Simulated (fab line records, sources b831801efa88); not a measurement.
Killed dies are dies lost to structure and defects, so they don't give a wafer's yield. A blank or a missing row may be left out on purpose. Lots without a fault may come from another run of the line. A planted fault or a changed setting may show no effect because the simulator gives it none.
Which tool did it? | flow sky130 | 14 lots, 40 wafers sampled, at 4 steps of a route of 708

WHAT THE GAUGES READ, wafer by wafer
SKY_LI_CONTACT_OVL_MEAS_13.
lot  | measured     | on         | LI_CONTACT_OVL (nm)
L589 | day 30 01:33 | overlay-02 | -4 -11 -4
L591 | day 31 05:16 | overlay-02 | -9 -11 -6
L592 | day 31 09:14 | overlay-02 | -10 -13 -12
L593 | day 31 09:46 | overlay-01 | 5 0 3
L594 | day 31 16:16 | overlay-01 | 5 1 -4
L596 | day 32 04:09 | overlay-02 | -1 -6 4
L598 | day 33 05:49 | overlay-02 | -4 -2 -6
L599 | day 33 08:01 | overlay-01 | -8 2 3
L601 | day 33 23:20 | overlay-01 | -5 -7 -7
L602 | day 34 08:56 | overlay-01 | -15 -10 -15
L604 | day 34 20:05 | overlay-02 | -8 -3
L605 | day 35 01:21 | overlay-02 | -8 -3 -2
L606 | day 35 17:32 | overlay-01 | -5 -4
L612 | day 36 22:40 | overlay-01 | -5 -3 -3

SKY_LOCAL_INTERCONNECT_CD_MEAS_11: target cd 170 nm.
lot  | measured     | on        | cd_nm (nm)
L589 | day 31 07:35 | cd_sem-01 | 170.5 171.1 170.9
L591 | day 32 10:16 | cd_sem-02 | 170.4 170.7 171.1
L592 | day 32 13:47 | cd_sem-01 | 170.1 167.8 169.9
L593 | day 32 14:47 | cd_sem-02 | 171.5 172.3 172.0
L594 | day 32 21:26 | cd_sem-02 | 168.7 169.5 169.9
L596 | day 33 09:10 | cd_sem-01 | 169.9 169.9 171.2
L598 | day 34 09:35 | cd_sem-01 | 169.2 168.9 169.8
L599 | day 34 11:41 | cd_sem-02 | 168.7 169.4 170.0
L601 | day 35 03:55 | cd_sem-01 | 169.4 169.3 169.2
L602 | day 35 13:10 | cd_sem-02 | 171.2 170.6 168.4
L604 | day 36 01:05 | cd_sem-01 | 167.2 167.1
L605 | day 36 05:57 | cd_sem-01 | 170.5 170.2 170.2
L606 | day 36 21:00 | cd_sem-01 | 171.4 172.1
L612 | day 38 02:55 | cd_sem-02 | 169.8 167.7 169.1

SKY_CONTACT_THK_MEAS_03.
lot  | measured     | on            | CONTACT_HDPCVD_THK (nm)
L589 | day 31 08:37 | film_metro-04 | 578 568 583
L591 | day 32 11:17 | film_metro-03 | 575 565 575
L592 | day 32 14:49 | film_metro-03 | 575 570 563
L593 | day 32 15:48 | film_metro-04 | 574 562 570
L594 | day 32 22:28 | film_metro-04 | 563 574 556
L596 | day 33 10:13 | film_metro-01 | 559 570 561
L598 | day 34 10:37 | film_metro-04 | 574 569 563
L599 | day 34 12:42 | film_metro-03 | 568 573 572
L601 | day 35 04:57 | film_metro-01 | 572 565 563
L602 | day 35 14:11 | film_metro-01 | 562 571 574
L604 | day 36 02:10 | film_metro-01 | 222 569
L605 | day 36 07:10 | film_metro-04 | 566 561 565
L606 | day 36 22:01 | film_metro-03 | 209 574
L612 | day 38 03:56 | film_metro-03 | 568 565 569

WHICH TOOL RAN EACH LOT (tool, then ch and the chambers of the sampled wafers, then the start)
lot  | SKY_CONTACT_HDPCVD_02
L589 | hdpcvd-02 ch 1,2, day 31 08:32
L591 | hdpcvd-01 ch 0,1, day 32 11:13
L592 | hdpcvd-01 ch 0,1,2, day 32 14:45
L593 | hdpcvd-02 ch 0,1, day 32 15:43
L594 | hdpcvd-01 ch 1,2, day 32 22:24
L596 | hdpcvd-02 ch 0,2, day 33 10:08
L598 | hdpcvd-02 ch 0,1, day 34 10:32
L599 | hdpcvd-01 ch 0,1, day 34 12:38
L601 | hdpcvd-02 ch 0,1, day 35 04:53
L602 | hdpcvd-01 ch 0,1,2, day 35 14:07
L604 | hdpcvd-02 ch 1, day 36 02:04
L605 | hdpcvd-01 ch 1,2, day 36 07:05
L606 | hdpcvd-02 ch 1,2, day 36 21:56
L612 | hdpcvd-01 ch 1,2, day 38 03:51
- SKY_CONTACT_HDPCVD_02: deposits SiO2, target thk 565 nm, time 94.2 s.

WHAT THE TOOLS THEMSELVES READ (means of the sampled wafers that have a number; where no wafer has one, the mark that the record gives instead)
The record holds no such reading with a usual standard deviation.

THE ANSWER, worked out from the rows above alone
Rule: what is usual is taken from the lots themselves. Put in order of their means at a reading, lots are off if they are a third of the lots or fewer, leave a main group of 4 or more, and stand apart from it by a gap of 3 or more times the standard deviation of the main group's means; of several such gaps the widest counts. A main group whose means are all the same, to the digits that the tables above print for the reading, isn't used. A lot without any number at a reading at which 4 lots or more have one is off too. The other lots that the step has rows for count as sound. The gauges are gone through in route order, then the tools' own readings, and for those a lot's mean is taken as printed above. The first step at which some lot is off is used, and at that step the reading that is off furthest; a lot without a number counts as furthest.
Off: L604, L606, at SKY_CONTACT_THK_MEAS_03 (CONTACT_HDPCVD_THK). The main group: mean 568 nm, standard deviation 3.5.
A tool fits if, at a process step before that reading, it ran every lot that is off, and no sound lot after the first of them. The gauges at SKY_CONTACT_THK_MEAS_03 are tried like those tools. One fits: hdpcvd-02 at SKY_CONTACT_HDPCVD_02. Its last sound lot is L601 (day 35 04:53), its first lot that is off L604 (day 36 02:04): a fault that began between those two fits.

WHAT THE SIMULATOR HAD PUT IN
Process parameter drift: hdpcvd-02, from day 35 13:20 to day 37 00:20, at SKY_CONTACT_HDPCVD_02. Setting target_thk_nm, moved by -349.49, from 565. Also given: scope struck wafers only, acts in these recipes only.
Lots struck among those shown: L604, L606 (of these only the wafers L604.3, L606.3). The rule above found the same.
